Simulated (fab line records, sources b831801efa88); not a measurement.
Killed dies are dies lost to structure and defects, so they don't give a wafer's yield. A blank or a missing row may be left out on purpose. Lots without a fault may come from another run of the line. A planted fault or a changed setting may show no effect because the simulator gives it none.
Chamber matching | flow sky130 | SKY_CONTACT_CVD_00 on pecvd-04: 3 sister chambers
The step deposits Si3N4, target thk 75 nm. 6 wafers are shown with their chamber, then 12 later ones without.

WAFERS WITH THEIR CHAMBER
wafer  | chamber | heater_power_w (W)
L085.2 | 2       | 507
L085.5 | 0       | 768
L085.6 | 2       | 515
L086.2 | 1       | 559
L086.5 | 1       | 567
L086.6 | 0       | 752

WAFERS WITHOUT THEIR CHAMBER
wafer  | heater_power_w (W)
L083.1 | 667
L083.2 | 578
L083.3 | 594
L083.4 | 675
L083.5 | 601
L083.6 | 585
L091.2 | 574
L091.5 | 593
L091.6 | 555
L097.2 | 713
L097.5 | 707
L097.6 | 619

WHICH CHAMBER EACH WENT THROUGH
wafer  | from the rows above     | in truth
L083.1 | can't be placed: 0 or 1 | 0
L083.2 | 1                       | 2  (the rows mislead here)
L083.3 | 1                       | 1
L083.4 | 0                       | 0
L083.5 | 1                       | 1
L083.6 | 1                       | 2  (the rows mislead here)
L091.2 | 1                       | 1
L091.5 | 1                       | 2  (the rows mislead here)
L091.6 | 1                       | 1
L097.2 | 0                       | 0
L097.5 | 0                       | 0
L097.6 | 1                       | 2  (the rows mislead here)
Placed correctly: 7 of 12. Can't be placed from these rows: 1 (the true chamber is among the candidates in 1). Placed wrongly: 4.
How it was worked out, from the rows above alone: a wafer's distance from a chamber is the root of the sum, over the readings, of the square of ((its reading less the chamber's mean) divided by the reading's scatter). The wafer belongs to the nearest chamber; if the next one is less than 2 further off, it can't be placed. A chamber's mean is the mean of its shown wafers. The scatter: the root of (the sum of the squares of (reading less its chamber's mean) over the shown wafers, divided by (wafers less chambers)).
